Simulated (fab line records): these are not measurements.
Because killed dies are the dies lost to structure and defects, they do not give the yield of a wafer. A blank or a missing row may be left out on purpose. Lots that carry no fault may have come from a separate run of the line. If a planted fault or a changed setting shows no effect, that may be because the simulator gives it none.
Which tool was responsible?	flow sky130	18 wafers from 6 lots sampled at 3 of the route's 708 steps

WHAT EACH GAUGE READ, for each wafer
SKY_POLY_GATE_THK_MEAS_01.
lot	measured	on	POLY_GATE_CVD_00_THK (nm)
L350	day 14 13:55	film_metro-03	182.4 181.2 180.0
L355	day 16 06:12	film_metro-03	233.8 233.0 230.9
L365	day 20 05:43	film_metro-02	181.4 181.6 181.7
L367	day 20 12:35	film_metro-03	180.8 179.6 179.9
L369	day 21 09:14	film_metro-02	179.3 179.5 178.1
L371	day 22 00:50	film_metro-02	179.2 179.2 178.9

EACH LOT AND THE TOOL THAT RAN IT (in order: tool; ch and the chambers of the sampled wafers; start)
lot	SKY_VT_ADJUST_NCORE_STRIP_10	SKY_POLY_GATE_CVD_00
L350	plasma_asher-04 ch 0,1, day 9 02:42	lpcvd-01 ch 0, day 14 12:43
L355	plasma_asher-04 ch 0,1, day 10 12:59	lpcvd-01 ch 1, day 16 04:59
L365	plasma_asher-04 ch 0,1, day 13 15:47	lpcvd-01 ch 1, day 20 03:55
L367	plasma_asher-04 ch 0,1, day 14 02:38	lpcvd-01 ch 1, day 20 11:23
L369	plasma_asher-01 ch 0,1, day 14 18:56	lpcvd-01 ch 0, day 21 08:01
L371	plasma_asher-02 ch 0,1, day 15 07:03	lpcvd-01 ch 0, day 21 23:01
- SKY_VT_ADJUST_NCORE_STRIP_10: strips in O2/N2.
- SKY_POLY_GATE_CVD_00: deposits poly-Si, target thk 180 nm, time 720 s.

THE ANSWER, worked out from the rows above alone
Rule: the lots themselves supply what counts as usual. The widest of any qualifying gaps counts: lots, ordered by their means at a reading, are off when they make up no more than a third of the lots, leave a main group of 4 or more, and stand apart from it by 3 or more times the standard deviation of that group's means. The tables above print the reading to a certain number of digits; a main group whose means all agree to those digits is not used. A lot without any number at a reading at which 4 lots or more have one is off too. Any other lot the step has rows for is counted as sound.
Off: L355, seen at SKY_POLY_GATE_THK_MEAS_01 (POLY_GATE_CVD_00_THK). Mean 180.2 nm and standard deviation 1.1 in the main group.
A tool fits if, at a process step before that reading, it ran every lot that is off, and no sound lot after the first of them. Those tools and the gauges at SKY_POLY_GATE_THK_MEAS_01 are tried in the same way. No candidate that was tried fits.

WHAT THE SIMULATOR PUT IN
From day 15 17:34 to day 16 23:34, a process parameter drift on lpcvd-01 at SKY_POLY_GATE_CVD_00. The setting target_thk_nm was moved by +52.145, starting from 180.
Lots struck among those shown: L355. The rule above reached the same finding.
